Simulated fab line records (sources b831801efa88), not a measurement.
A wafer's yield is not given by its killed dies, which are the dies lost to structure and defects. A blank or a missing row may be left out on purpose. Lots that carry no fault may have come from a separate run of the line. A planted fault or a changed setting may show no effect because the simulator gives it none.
Problem report in the 8D (eight disciplines) form, filled by code	flow sky130	the parts of the form that need people (team, actions taken, sign-off) are left out

1. WHAT WENT WRONG
Mean of exposure-dose-mJ-cm2 at SKY_VIA4_EXPOSE_08: 123.09 across 9 wafers in 3 lots; on wafers with no fault it is 131.97 (standard deviation 0.13). Measured from the usual mean, that is -68 standard deviations.
The step: exposes mask VIM4, target cd 800 nm.
Earliest sighting: wafer L165.2 on iline-stepper-02 at day 44 20:19. Wafers with a number at this step in the record: 21, from 7 lots. By rule, "out" or "out of limits" means more than 4 standard deviations away from the usual mean. All remaining wafers that have a number are taken as sound.

2. WHAT IT IS, WHAT IT ISN'T
question	is	is not
which readings at this step	exposure-dose-mJ-cm2	-
which lots	L165, L166, L167	L156, L159, L176, L178
which wafers of those lots	all that have a number	-
read on which tools	iline-stepper-02	iline-stepper-01
when	from day 44 20:19	up to then (6 sound wafers); but 6 sound wafers of L176, L178 came after

3. WHAT RULES OUT EACH SUSPECT
Counting: a tool stays on the suspect list if, at a process step up to the reading, it processed all lots that are out and no sound lot following the first of them.
- plasma-asher-02 at SKY_METAL4_STRIP_19 (strips in O2/N2): ruled out as a lasting fault. Sound lots L178, L176 ran on it after its first lot that is out, L165 (day 44 07:49).
- iline-stepper-02 at SKY_VIA4_EXPOSE_08 (exposes mask VIM4, target cd 800 nm): kept. It processed each lot that is out, first L165 at day 44 20:19, and no sound lot thereafter; up to then, the last sound lot it processed was L156 at day 42 01:33. Its own exposure-dose-mJ-cm2 readings are out on those wafers.
Remaining after the count: iline-stepper-02 at SKY_VIA4_EXPOSE_08.

4. THE CAUSE (what the simulator had put in)
Drift in process parameters on iline-stepper-02 at SKY_VIA4_EXPOSE_08, starting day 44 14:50. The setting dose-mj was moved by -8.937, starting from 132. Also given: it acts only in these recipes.
The count eliminated every tool but this one.

5. SEQUENCE OF EFFECTS, ordered by route
Each row: a reading where the mean over the struck wafers with a number is more than 3 standard deviations away from the usual. Readings are gone through only where the record gives a usual standard deviation; hours: the median, over the lots, of the time from a lot's start at the first step in this table giving one to that lot's start at this step; sigmas: the change measured in usual standard deviations.
hours	step	reading	usual	on struck wafers	change	sigmas
0	SKY_VIA4_EXPOSE_08	exposure-dose-mJ-cm2	131.97	123.09	-8.88	-68
It contains these process steps:
- SKY_VIA4_EXPOSE_08: exposes mask VIM4, target cd 800 nm.
At these later measuring or inspecting steps, every struck wafer for which the step has a row has a number for every such reading, and none has moved that far: SKY_VIA4_OVL_MEAS_11.

6. WHAT WOULD HAVE CAUGHT IT SOONER
5 hours passed between the start of the fault at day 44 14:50 and the first reading out of limits in this record, taken at day 44 20:19.
